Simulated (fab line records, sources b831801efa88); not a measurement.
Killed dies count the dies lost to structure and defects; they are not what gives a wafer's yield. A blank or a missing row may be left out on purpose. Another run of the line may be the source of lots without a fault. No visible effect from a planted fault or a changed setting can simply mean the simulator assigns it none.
Which tool did it? || flow sky130 || Sampling: 6 lots, 18 wafers, 4 of 708 route steps

WHAT THE GAUGES READ, wafer by wafer
SKY_LDD_N_OVL_MEAS_07.
{"lot": "L900", "measured": "day 18 15:51", "on": "overlay-01", "LDD_N_OVL (nm)": "-0.4 0.0 -1.5"}
{"lot": "L904", "measured": "day 20 22:48", "on": "overlay-02", "LDD_N_OVL (nm)": "-1.0 0.5 -0.5"}
{"lot": "L908", "measured": "day 22 08:23", "on": "overlay-01", "LDD_N_OVL (nm)": "2.4 1.3 0.8"}
{"lot": "L915", "measured": "day 24 14:04", "on": "overlay-02", "LDD_N_OVL (nm)": "1.1 2.3 -0.7"}
{"lot": "L918", "measured": "day 25 06:54", "on": "overlay-02", "LDD_N_OVL (nm)": "-0.9 1.7 0.9"}
{"lot": "L920", "measured": "day 25 20:51", "on": "overlay-01", "LDD_N_OVL (nm)": "-0.7 -0.4 0.2"}

EACH LOT AND THE TOOL THAT RAN IT (in order: tool; ch and the chambers of the sampled wafers; start)
{"lot": "L900", "SKY_GATE_OXIDE_STRIP_13": "plasma asher-04 ch 0,1, day 14 18:53", "SKY_POLY_GATE_ETCH_15": "rie diel-04 ch 1,2, day 17 07:55", "SKY_POLY_GATE_ETCH_16": "rie diel-04 ch 1,2, day 17 08:00"}
{"lot": "L904", "SKY_GATE_OXIDE_STRIP_13": "plasma asher-04 ch 0,1, day 16 19:38", "SKY_POLY_GATE_ETCH_15": "rie diel-03 ch 0,2,3, day 19 14:08", "SKY_POLY_GATE_ETCH_16": "rie diel-03 ch 0,2,3, day 19 14:13"}
{"lot": "L908", "SKY_GATE_OXIDE_STRIP_13": "plasma asher-01 ch 0,1, day 18 06:35", "SKY_POLY_GATE_ETCH_15": "rie diel-03 ch 0,2,3, day 21 00:11", "SKY_POLY_GATE_ETCH_16": "rie diel-03 ch 0,2,3, day 21 00:16"}
{"lot": "L915", "SKY_GATE_OXIDE_STRIP_13": "plasma asher-01 ch 0,1, day 20 09:21", "SKY_POLY_GATE_ETCH_15": "rie diel-03 ch 1,2, day 23 06:26", "SKY_POLY_GATE_ETCH_16": "rie diel-03 ch 1,2, day 23 06:31"}
{"lot": "L918", "SKY_GATE_OXIDE_STRIP_13": "plasma asher-04 ch 0,1, day 21 05:56", "SKY_POLY_GATE_ETCH_15": "rie diel-04 ch 1,3, day 23 23:37", "SKY_POLY_GATE_ETCH_16": "rie diel-04 ch 1,3, day 23 23:42"}
{"lot": "L920", "SKY_GATE_OXIDE_STRIP_13": "plasma asher-04 ch 0,1, day 21 19:14", "SKY_POLY_GATE_ETCH_15": "rie diel-01 ch 1,2,3, day 24 14:55", "SKY_POLY_GATE_ETCH_16": "rie diel-01 ch 1,2,3, day 24 15:00"}
- SKY_GATE_OXIDE_STRIP_13: strips in O2/N2.
- SKY_POLY_GATE_ETCH_15: etches BARC in N2/H2, stops on SiO2, time 118.5 s, target depth 110 nm.
- SKY_POLY_GATE_ETCH_16: etches Si3N4 in CH3F/O2, stops on poly-Si, time 147.5 s, target depth 75 nm.

THE ANSWER, worked out from the rows above alone
Rule: the usual values come from the lots themselves. Put in order of their means at a reading, lots are off if they are a third of the lots or fewer, leave a main group of 4 or more, and stand apart from it by a gap of 3 or more times the standard deviation of the main group's means; of several such gaps the widest counts. The tables above print the reading to a certain number of digits; a main group whose means all agree to those digits is not used. Also off: a lot with no number at a reading for which 4 or more lots have one. All remaining lots with rows at the step are treated as sound.
No lot is off at any reading shown: from this, nothing can be told.

WHAT WAS PUT IN BY THE SIMULATOR
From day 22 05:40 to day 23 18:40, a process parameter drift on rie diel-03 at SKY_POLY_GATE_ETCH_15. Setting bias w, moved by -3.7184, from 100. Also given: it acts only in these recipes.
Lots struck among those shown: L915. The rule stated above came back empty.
